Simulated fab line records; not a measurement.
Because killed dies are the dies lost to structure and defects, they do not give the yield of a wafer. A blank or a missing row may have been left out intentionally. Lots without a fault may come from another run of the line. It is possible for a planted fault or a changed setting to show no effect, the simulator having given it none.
One fault seen from 2 desks || flow sky130 || only its own numbers are on each desk; what lay behind them is given at the end

## DESK OF THE TOOL OWNER: implanter-03
The tool's own readings at SKY_LDD_N_IMPLANT_13, given as means over the sampled wafers that have a number, one for each lot that went through this tool. If a lot's mean is further than 4 standard deviations from the usual mean, the lot is out of limits and carries the mark OUT (the distance appears in the brackets).
Columns: A = beam-energy-keV at SKY_LDD_N_IMPLANT_13, usual 49.999; B = rotation-deg at SKY_LDD_N_IMPLANT_13, usual 89.997 degrees
{"lot": "L273", "first seen here": "day 18 12:38", "A": 50.002, "B": 89.986}
{"lot": "L274", "first seen here": "day 19 02:38", "A": 50.004, "B": 89.978}
{"lot": "L277", "first seen here": "day 20 02:28", "A": 49.979, "B": 89.974}
{"lot": "L278", "first seen here": "day 20 07:01", "A": 50.013, "B": 90.006}
{"lot": "L279", "first seen here": "day 20 16:22", "A": 50.000, "B": 89.964}
{"lot": "L286", "first seen here": "day 23 13:47", "A": 49.990, "B": "281.617 (+99 or more) OUT"}
{"lot": "L287", "first seen here": "day 24 05:16", "A": 50.026, "B": "281.667 (+99 or more) OUT"}
Finding of this desk: L286, L287 out of limits; the first was L286 at day 23 13:47, on rotation-deg at SKY_LDD_N_IMPLANT_13. L273, L274, L277, L278, L279: within limits.

## AT THE METROLOGY DESK
What the gauges read for every lot (on any tool): the sampled wafers with a number, averaged. If a lot's mean is further than 4 standard deviations from the usual mean, the lot is out of limits and carries the mark OUT (the distance appears in the brackets).
Columns: A = VT_ADJUST_NCORE_OVL at SKY_VT_ADJUST_NCORE_OVL_MEAS_08, usual 0.7 nm; B = LDD_N_TW at SKY_LDD_N_TW_MEAS_17, usual 2611; C = LDD_HVN_OVL at SKY_LDD_HVN_OVL_MEAS_07, usual 0.3 nm
{"lot": "L273", "first seen here": "day 8 21:57", "A": -0.2, "B": 2589, "C": 1.6}
{"lot": "L274", "first seen here": "day 9 04:22", "A": 0.4, "B": 2609, "C": 1.4}
{"lot": "L275", "first seen here": "day 9 09:38", "A": 0.9, "B": 2595, "C": 1.4}
{"lot": "L276", "first seen here": "day 9 16:19", "A": -0.9, "B": 2634, "C": 0.1}
{"lot": "L277", "first seen here": "day 9 22:10", "A": -2.2, "B": 2643, "C": 0.0}
{"lot": "L278", "first seen here": "day 10 08:11", "A": 2.2, "B": 2629, "C": -1.6}
{"lot": "L279", "first seen here": "day 10 14:17", "A": -0.8, "B": 2606, "C": -1.5}
{"lot": "L280", "first seen here": "day 10 20:57", "A": 2.0, "B": 2624, "C": 2.2}
{"lot": "L286", "first seen here": "day 12 22:25", "A": -0.5, "B": 2623, "C": -0.4}
{"lot": "L287", "first seen here": "day 13 06:37", "A": 1.3, "B": 2605, "C": 0.5}
{"lot": "L291", "first seen here": "day 14 05:37", "A": 0.4, "B": 2610, "C": -0.5}
{"lot": "L294", "first seen here": "day 15 03:43", "A": -1.4, "B": 2623, "C": -0.0}
{"lot": "L295", "first seen here": "day 15 09:52", "A": -1.1, "B": 2597, "C": -1.0}
{"lot": "L296", "first seen here": "day 15 16:13", "A": 2.7, "B": 2592, "C": -0.3}
This desk's verdict: no lot among the 14 shows anything out of limits.

## PUT TOGETHER
The tool owner's desk could have raised an alarm at day 23 13:47, on L286, L287.
From the metrology desk's view, nothing was out of limits.
The metrology desk holds a record of L286, L287, inside its limits.
On implanter-03, each named lot ran SKY_LDD_N_IMPLANT_13.

## WHAT THE SIMULATOR HAD PUT IN
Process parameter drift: implanter-03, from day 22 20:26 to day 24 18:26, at SKY_LDD_N_IMPLANT_13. Setting rotation-deg shifted by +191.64 from 90. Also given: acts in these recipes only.
Lots struck among those shown: L286, L287.
How many hours passed from the start of the fault until each desk's first out-of-limits reading: the tool owner's desk, 17.
